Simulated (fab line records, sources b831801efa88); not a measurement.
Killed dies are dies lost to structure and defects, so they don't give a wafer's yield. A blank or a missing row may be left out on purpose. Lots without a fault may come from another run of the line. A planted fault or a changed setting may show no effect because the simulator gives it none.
fab line records | flow sky130
record lots=12 wafers=36 last_day=50
route steps=708 shown VT_ADJUST_HVTP@95 VT_ADJUST_HVTR@140 SONOS_ONO@171
lots that met no fault: from a run of the same line without faults
start_h: hours from the record's first day to the start of the lot's first wafer shown | wait_h: hours since the lot's step before | " the same as in the row above | L1.1+2: a row that stands for several wafers | - no value, or no start given | * or withheld: withheld | < > ~ a bound
route shown NAME@n: a module of which the file shows steps, and the number in the route of the first | usual: mean/standard deviation of fault-free wafers | same: alike in all rows | chamber/n: place in a boat | sites: the reading at each site | _std_site: their standard deviation | _edge_site: outer sites' mean less inner sites' | radius_mm: how far each site lies from the wafer's centre | mask NAME#n: copy n | behind: the tool/chamber that last shaped the wafer | hold: why the lot was held/for how many hours/how that ended | device: the transistor (n, p or np) that didn't switch | end of line: the same wafers' tests at the end of the route | a step without rows: its recipe alone | killed: dies lost to structure and defects at the first sort, not the wafer's yield | map: a wafer's dies, x killed, . not, _ none there
set.NAME: the setting as run; set.NAME@STEP: as run at that earlier step | model.NAME: the simulator's own value behind a step, which no gauge read
steps of the route over a sample of lots; a table a step, a row a wafer
services: from which hour (start_h, from the record's first day; less than 0 if before it) a tool's chamber was out of use, for how many hours, and why
## steps
# step SKY_VT_ADJUST_HVTP_STRIP_10
# recipe chemistry=O2/N2 power_w=1400 pressure_mtorr=1500 platen_temp_c=withheld o2_flow_sccm=3000 n2_flow_sccm=300 overash_fraction=0.5
# usual drypump_motor_current_A=5.8/0.34 n2_flow_sccm=300.0/1 oes_product_au=0.716/0.0047 strip_time_to_endpoint_s=14.19/0.036
# columns lot.wafer tool chamber start_h wait_h drypump_motor_current_A n2_flow_sccm oes_product_au rf_hours_counter_h strip_time_to_endpoint_s
L752.1 plasma_asher-01 0 124.60 0.1 6.3 299.8 0.710 41 14.14
L752.2 " 1 " " 5.4 300.9 0.713 41 14.10
L752.5 " 1 " " 5.4 301.2 0.719 - 14.11
L754.2 plasma_asher-01 1 138.79 0.1 5.4 302.1 0.716 42 14.21
L754.4 " 1 " " 5.4 301.7 0.710 - 14.21
L754.5 " 1 " " 5.4 301.7 0.719 - 14.17
L755.2 plasma_asher-01 0 146.45 0.1 6.4 299.7 0.715 43 14.16
L755.3 " 1 " " 5.4 299.1 0.722 - 14.19
L755.5 " 1 " " 5.5 300.5 0.710 - 14.18
L756.2 plasma_asher-01 0 154.50 0.1 6.4 300.2 0.720 43 14.20
L756.3 " 1 " " 5.4 299.1 0.713 - 14.23
L756.5 " 0 " " 6.4 300.6 0.719 - 14.21
L758.3 plasma_asher-01 0 161.74 0.1 6.4 298.5 0.712 - 14.19
L758.4 " 1 " " 5.4 299.9 0.709 - 14.18
L758.5 " 1 " " 5.4 299.1 0.711 - 14.20
L759.3 plasma_asher-01 0 167.29 0.1 6.4 298.7 0.714 - 14.23
L759.4 " 1 " " 5.4 299.5 0.711 - 14.22
L759.6 " 0 " " 6.4 299.3 0.718 - 14.23
L761.1 plasma_asher-02 1 186.45 0.1 5.7 299.0 0.719 51 14.17
L761.5 " 1 " " 5.8 299.7 0.715 - 14.19
L761.6 " 0 " " 5.6 299.8 0.710 - 14.16
L766.2 plasma_asher-02 1 209.91 0.1 5.8 299.1 0.717 54 14.22
L766.3 " 1 " " 5.8 299.7 0.714 - 14.21
L766.4 " 0 " " 5.6 301.3 0.712 - 14.26
L769.2 plasma_asher-02 1 228.50 0.1 5.8 299.9 0.713 57 14.18
L769.4 " 1 " " 5.8 299.5 0.709 - 14.21
L769.6 " 1 " " 5.8 299.0 0.715 - 14.23
L772.2 plasma_asher-01 0 250.36 0.1 6.4 301.2 0.716 54 14.20
L772.3 " 1 " " 5.4 299.2 0.720 - 14.21
L772.5 " 0 " " 6.3 299.8 0.709 - 14.22
L774.1 plasma_asher-02 1 260.36 0.1 5.8 299.5 0.721 61 14.16
L774.5 " 1 " " 5.8 299.6 0.715 - 14.18
L774.6 " 0 " " 5.6 299.9 0.715 - 14.15
L775.2 plasma_asher-01 0 266.09 0.1 6.4 297.3 0.715 56 14.25
L775.3 " 1 " " 5.4 298.9 0.716 - 14.20
L775.4 " 0 " " 6.4 299.0 0.712 - 14.20
# step SKY_VT_ADJUST_HVTR_IMPLANT_09
# recipe species=B energy_kev=10 dose_cm2=2.1e+12 tilt_deg=withheld
# usual dose_ions_cm2=2.1002e+12/2.4e+09 faraday_current_uA=11.85/0.24
# columns lot.wafer tool chamber start_h wait_h dose_ions_cm2 faraday_current_uA
L752.1 implanter-01 0 205.86 0.0 2.0962e+12 12.03
L752.2 " 0 " " 2.1034e+12 11.92
L752.5 " 0 " " 2.1013e+12 12.14
L754.2 implanter-01 0 221.31 0.0 2.1e+12 11.80
L754.4 " 0 " " 2.1012e+12 11.87
L754.5 " 0 " " 2.103e+12 11.65
L755.2 implanter-04 0 231.66 0.0 2.1008e+12 12.01
L755.3 " 0 " " 2.1003e+12 11.89
L755.5 " 0 " " 2.1033e+12 11.80
L756.2 implanter-02 0 239.88 0.0 2.0996e+12 11.99
L756.3 " 0 " " 2.0952e+12 12.45
L756.5 " 0 " " 2.0957e+12 11.71
L758.3 implanter-02 0 247.34 0.1 2.0968e+12 11.76
L758.4 " 0 " " 2.0965e+12 11.83
L758.5 " 0 " " 2.1009e+12 11.90
L759.3 implanter-01 0 255.31 0.1 2.0966e+12 12.16
L759.4 " 0 " " 2.0977e+12 12.16
L759.6 " 0 " " 2.0959e+12 11.54
L761.1 implanter-04 0 274.84 0.0 2.0998e+12 12.03
L761.5 " 0 " " 2.0964e+12 11.97
L761.6 " 0 " " 2.097e+12 11.99
L766.2 implanter-04 0 307.26 0.0 1.4443e+12 8.00
L766.3 " 0 " " 1.4456e+12 8.22
L766.4 " 0 " " 1.4443e+12 7.98
L769.2 implanter-04 0 327.81 0.0 1.4442e+12 8.06
L769.4 " 0 " " 1.4441e+12 8.12
L769.6 " 0 " " 1.4425e+12 8.36
L772.2 implanter-02 0 352.31 0.0 2.0992e+12 11.43
L772.3 " 0 " " 2.0999e+12 11.58
L772.5 " 0 " " 2.0999e+12 11.71
L774.1 implanter-02 0 364.36 0.0 2.1008e+12 12.14
L774.5 " 0 " " 2.0986e+12 11.74
L774.6 " 0 " " 2.0999e+12 11.97
L775.2 implanter-02 0 370.70 0.0 2.0977e+12 11.79
L775.3 " 0 " " 2.1007e+12 12.03
L775.4 " 0 " " 2.1073e+12 11.46
# step SKY_VT_ADJUST_HVTR_TW_MEAS_11
# usual VT_ADJUST_HVTR_TW=209/3.2
# columns lot.wafer tool chamber start_h wait_h hold VT_ADJUST_HVTR_TW
L752.1 film_metro-01 - 206.11 0.1 - 209
L752.2 " - " " - 209
L752.5 " - " " - 210
L754.2 film_metro-02 - 221.55 0.1 - 206
L754.4 " - " " - 207
L754.5 " - " " - 206
L755.2 film_metro-01 - 231.90 0.1 - 208
L755.3 " - " " - 209
L755.5 " - " " - 210
L756.2 film_metro-01 - 240.12 0.1 - 209
L756.3 " - " " - 208
L756.5 " - " " - 207
L758.3 film_metro-04 - 247.56 0.1 - 215
L758.4 " - " " - 216
L758.5 " - " " - 213
L759.3 film_metro-01 - 255.53 0.1 - 207
L759.4 " - " " - 207
L759.6 " - " " - 207
L761.1 film_metro-01 - 275.09 0.1 - 208
L761.5 " - " " - 208
L761.6 " - " " - 208
L766.2 film_metro-04 - 307.49 0.1 await_dispo/0.2h/release 191
L766.3 " - " " await_dispo/0.2h/release 191
L766.4 " - " " await_dispo/0.2h/release 191
L766.2 film_metro-04 - 307.72 0.2 - 191
L766.3 " - " " - 193
L766.4 " - " " - 191
L769.2 film_metro-04 - 328.04 0.1 await_dispo/0.2h/release 193
L769.4 " - " " await_dispo/0.2h/release 193
L769.6 " - " " await_dispo/0.2h/release 193
L769.2 film_metro-04 - 328.27 0.2 - 194
L769.4 " - " " - 192
L769.6 " - " " - 194
L772.2 film_metro-01 - 352.54 0.1 - 206
L772.3 " - " " - 207
L772.5 " - " " - 207
L774.1 film_metro-02 - 364.61 0.1 - 206
L774.5 " - " " - 206
L774.6 " - " " - 207
L775.2 film_metro-02 - 370.93 0.1 - 206
L775.3 " - " " - 206
L775.4 " - " " - 206
# step SKY_SONOS_ONO_THK_MEAS_03
# recipe reads=Si3N4_of_SONOS_ONO_CVD_02
# usual SONOS_ONO_CVD_02_THK=10.44/0.14
# columns lot.wafer tool chamber start_h wait_h SONOS_ONO_CVD_02_THK[nm]
L752.1 film_metro-03 - 255.84 0.0 10.60
L752.2 " - " " 10.47
L752.5 " - " " 10.67
L754.2 film_metro-03 - 272.86 0.0 10.50
L754.4 " - " " 10.48
L754.5 " - " " 10.54
L755.2 film_metro-01 - 285.30 0.0 10.55
L755.3 " - " " 10.69
L755.5 " - " " 10.65
L756.2 film_metro-02 - 297.77 0.0 10.55
L756.3 " - " " 10.56
L756.5 " - " " 10.60
L758.3 film_metro-01 - 301.14 0.0 10.49
L758.4 " - " " 10.51
L758.5 " - " " 10.48
L759.3 film_metro-02 - 307.24 0.0 10.28
L759.4 " - " " 10.35
L759.6 " - " " 10.29
L761.1 film_metro-03 - 331.42 0.0 10.22
L761.5 " - " " 10.15
L761.6 " - " " 10.27
L766.2 film_metro-03 - 369.48 0.0 10.60
L766.3 " - " " 10.57
L766.4 " - " " 10.59
L769.2 film_metro-03 - 387.32 0.0 10.25
L769.4 " - " " 10.23
L769.6 " - " " 10.25
L772.2 film_metro-02 - 414.31 0.0 10.37
L772.3 " - " " 10.28
L772.5 " - " " 10.44
L774.1 film_metro-02 - 429.54 0.0 10.37
L774.5 " - " " 10.14
L774.6 " - " " 10.30
L775.2 film_metro-02 - 432.43 0.0 10.38
L775.3 " - " " 10.28
L775.4 " - " " 10.35
# step SKY_SONOS_ONO_CD_MEAS_13
# recipe target_cd_nm=410
# usual cd_nm=410.2/2.4
# columns lot.wafer tool chamber start_h wait_h cd_nm
L752.1 cd_sem-01 - 282.00 0.1 409.9
L752.2 " - " " 409.0
L752.5 " - " " 410.8
L754.2 cd_sem-02 - 298.77 0.1 414.4
L754.4 " - " " 414.1
L754.5 " - " " 412.0
L755.2 cd_sem-02 - 312.05 0.1 409.7
L755.3 " - " " 409.4
L755.5 " - " " 409.1
L756.2 cd_sem-01 - 325.40 0.1 411.0
L756.3 " - " " 411.7
L756.5 " - " " 409.6
L758.3 cd_sem-01 - 328.74 0.1 411.6
L758.4 " - " " 412.1
L758.5 " - " " 413.9
L759.3 cd_sem-01 - 334.92 0.1 408.2
L759.4 " - " " 409.7
L759.6 " - " " 407.5
L761.1 cd_sem-01 - 358.98 0.1 412.8
L761.5 " - " " 410.3
L761.6 " - " " 410.7
L766.2 cd_sem-02 - 406.35 0.1 411.0
L766.3 " - " " 411.8
L766.4 " - " " 413.1
L769.2 cd_sem-02 - 417.60 0.1 410.0
L769.4 " - " " 407.8
L769.6 " - " " 404.8
L772.2 cd_sem-02 - 445.47 0.1 409.9
L772.3 " - " " 409.2
L772.5 " - " " 408.8
L774.1 cd_sem-01 - 461.10 0.1 410.8
L774.5 " - " " 408.5
L774.6 " - " " 409.0
L775.2 cd_sem-02 - 464.15 0.1 410.3
L775.3 " - " " 413.0
L775.4 " - " " 409.5
## services
# columns tool chamber start_h hours kind
implanter-01 - 127.23 0.7 repair
implanter-04 - 127.55 3.6 pm
implanter-04 - 193.37 4.9 repair
plasma_asher-01 - 206.61 5.0 repair
implanter-04 - 213.44 3.6 repair
implanter-01 - 228.67 4.7 pm
implanter-01 - 248.25 5.8 pm
implanter-02 - 263.67 5.3 pm
implanter-02 - 286.48 17.5 pm
plasma_asher-02 - 294.22 3.1 repair
implanter-01 - 364.66 1.8 repair
implanter-01 - 370.06 3.6 repair
## key
first_sign step=SKY_VT_ADJUST_HVTR_IMPLANT_09 reading=dose_ions_cm2 direction=down sigmas=99+ usual=* struck=*
effect step=SKY_VT_ADJUST_HVTR_IMPLANT_09 reading=faraday_current_uA direction=down sigmas=16 usual=11.85 struck=8.12
effect step=SKY_VT_ADJUST_HVTR_TW_MEAS_11 reading=visit direction=added
effect step=SKY_VT_ADJUST_HVTR_TW_MEAS_11 reading=VT_ADJUST_HVTR_TW direction=down sigmas=5.4 usual=209 struck=192
met_at SKY_VT_ADJUST_HVTR_IMPLANT_09
struck_lots L766,L769
tester_left_out L766,L769
not_acting_at SKY_VT_ADJUST_HVTP_STRIP_10,SKY_SONOS_ONO_THK_MEAS_03,SKY_SONOS_ONO_CD_MEAS_13
onset_between 274.84 307.26
fault kind=process_parameter_drift tool=implanter-04 chamber=- onset_h=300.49 steps=SKY_VT_ADJUST_HVTR_IMPLANT_09 channel=dose_cm2 offset=* shape=step end_h=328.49 acts_in=* stated=*
# tester_left_out: of these lots the tester's yield and bins aren't shown, on N5 and GAA mostly nor the transistor test; their killed dies are dies lost to structure and defects alone, not to doping, threshold or leakage, so they don't give the yield
